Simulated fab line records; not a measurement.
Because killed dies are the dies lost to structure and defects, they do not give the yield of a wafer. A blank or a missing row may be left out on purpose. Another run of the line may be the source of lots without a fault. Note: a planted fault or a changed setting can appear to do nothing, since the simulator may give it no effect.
Matching of chambers	flow sky130	SKY_POLY_GATE_ETCH_16 on rie_diel-03: 4 sister chambers
The step etches Si3N4 in CH3F/O2, stops on poly-Si, time 147.5 s, target depth 75 nm. 16 wafers are shown with their chamber, then 8 later ones without.

WAFERS PAIRED WITH THEIR CHAMBERS
wafer	chamber	throttle_valve_pct (%)	bias_w (W)	oes_product_au (a.u.)
L723.3	2	10.524	80.16	0.641
L723.4	2	10.536	80.23	0.645
L723.5	1	10.529	80.08	0.639
L725.3	2	10.522	79.76	0.634
L725.4	0	10.540	79.83	0.645
L725.6	2	10.523	79.92	0.637
L726.2	0	10.538	79.81	0.637
L726.4	2	10.526	80.12	0.640
L726.5	1	10.536	80.37	0.642
L727.1	3	10.548	79.90	0.644
L727.2	0	10.547	80.00	0.633
L727.5	1	10.520	80.45	0.642
L734.2	0	10.531	79.71	0.638
L734.5	1	10.546	80.18	0.639
L734.6	2	10.540	80.25	0.640
L735.4	1	10.528	79.90	0.638

SIGNATURES (means of the wafers above)
reading	chamber 0	chamber 1	chamber 2	chamber 3	scatter within a chamber
throttle_valve_pct	10.53900	10.53180	10.52850	10.54800	0.00816
bias_w	79.8375	80.1960	80.0733	79.9000	0.189
oes_product_au	0.63825	0.64000	0.63950	0.64400	0.00363
Rule: a wafer's distance from a chamber is the root of the sum, over the readings, of the square of ((its reading less the chamber's mean) divided by the reading's scatter). If the next closest chamber is less than 2 further off than the closest, the wafer can't be placed; otherwise it belongs to the closest. The scatter is the square root of a quotient: the sum, over the shown wafers, of each reading's squared deviation from its chamber's mean, divided by wafers minus chambers.

WAFERS WITHOUT THEIR CHAMBER
wafer	throttle_valve_pct (%)	bias_w (W)	oes_product_au (a.u.)
L735.5	10.542	80.00	0.633
L735.6	10.532	79.98	0.632
L740.1	10.522	79.75	0.641
L740.4	10.534	80.04	0.646
L740.5	10.518	79.91	0.643
L739.2	10.523	80.56	0.656
L739.3	10.532	79.38	0.649
L739.4	10.522	80.06	0.651

WHICH CHAMBER EACH ONE RAN IN
wafer	from the rows above	in truth
L735.5	can't be placed: 0 or 2 or 1 or 3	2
L735.6	can't be placed: 0 or 2 or 1 or 3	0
L740.1	can't be placed: 2 or 0 or 1 or 3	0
L740.4	can't be placed: 1 or 2 or 3 or 0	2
L740.5	can't be placed: 2 or 1 or 0 or 3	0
L739.2	can't be placed: 1 or 2 or 3 or 0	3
L739.3	can't be placed: 3 or 0 or 2 or 1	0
L739.4	can't be placed: 2 or 1 or 3 or 0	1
0 of 8 placed correctly. Unplaceable from these rows: 8, with the true chamber sitting among the candidates in 8. Placed wrongly: 0.
